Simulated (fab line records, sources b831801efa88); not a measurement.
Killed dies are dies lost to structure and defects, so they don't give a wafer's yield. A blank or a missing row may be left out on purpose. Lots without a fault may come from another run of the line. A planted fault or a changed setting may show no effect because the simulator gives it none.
Which tool did it? | flow gf180mcu | 6 lots, 18 wafers sampled, at 3 steps of a route of 602

WHAT THE GAUGES READ, wafer by wafer
GF_V5_RS_MEAS_24: measures by four-point-probe.
lot  | measured     | on            | V5_W_RS (ohm/sq)
L297 | day 27 11:07 | film_metro-02 | 0.329 0.334 0.319
L300 | day 28 11:35 | film_metro-02 | 0.325 0.329 0.323
L303 | day 29 11:40 | film_metro-02 | 0.318 0.334 0.321
L305 | day 30 09:40 | film_metro-04 | 0.326 0.330 0.316
L308 | day 31 03:57 | film_metro-04 | 0.322 0.323 0.320
L313 | day 32 06:34 | film_metro-01 | 0.319 0.318 0.321

WHICH TOOL RAN EACH LOT (tool, then ch and the chambers of the sampled wafers, then the start)
lot  | GF_M2_SPUTTER_04             | GF_V5_CVD_23
L297 | pvd_sputter-04, day 18 11:01 | cvd_w-01 ch 0,1, day 27 11:01
L300 | pvd_sputter-01, day 19 13:03 | cvd_w-02 ch 0,1, day 28 11:28
L303 | pvd_sputter-04, day 20 22:20 | cvd_w-01 ch 0,1, day 29 11:33
L305 | pvd_sputter-01, day 22 04:40 | cvd_w-01 ch 0,1, day 30 09:34
L308 | pvd_sputter-01, day 23 01:09 | cvd_w-02 ch 0, day 31 03:50
L313 | pvd_sputter-01, day 24 11:59 | cvd_w-02 ch 0,1, day 32 06:25
- GF_M2_SPUTTER_04: material TiN, target thk 50 nm, time 41.7 s.
- GF_V5_CVD_23: deposits W, target thk 350 nm, time 104.9 s.

THE ANSWER, worked out from the rows above alone
Rule: what is usual is taken from the lots themselves. Put in order of their means at a reading, lots are off if they are a third of the lots or fewer, leave a main group of 4 or more, and stand apart from it by a gap of 3 or more times the standard deviation of the main group's means; of several such gaps the widest counts. A main group whose means are all the same, to the digits that the tables above print for the reading, isn't used. A lot without any number at a reading at which 4 lots or more have one is off too. The other lots that the step has rows for count as sound.
No lot is off at any reading shown: from this, nothing can be told.

WHAT THE SIMULATOR HAD PUT IN
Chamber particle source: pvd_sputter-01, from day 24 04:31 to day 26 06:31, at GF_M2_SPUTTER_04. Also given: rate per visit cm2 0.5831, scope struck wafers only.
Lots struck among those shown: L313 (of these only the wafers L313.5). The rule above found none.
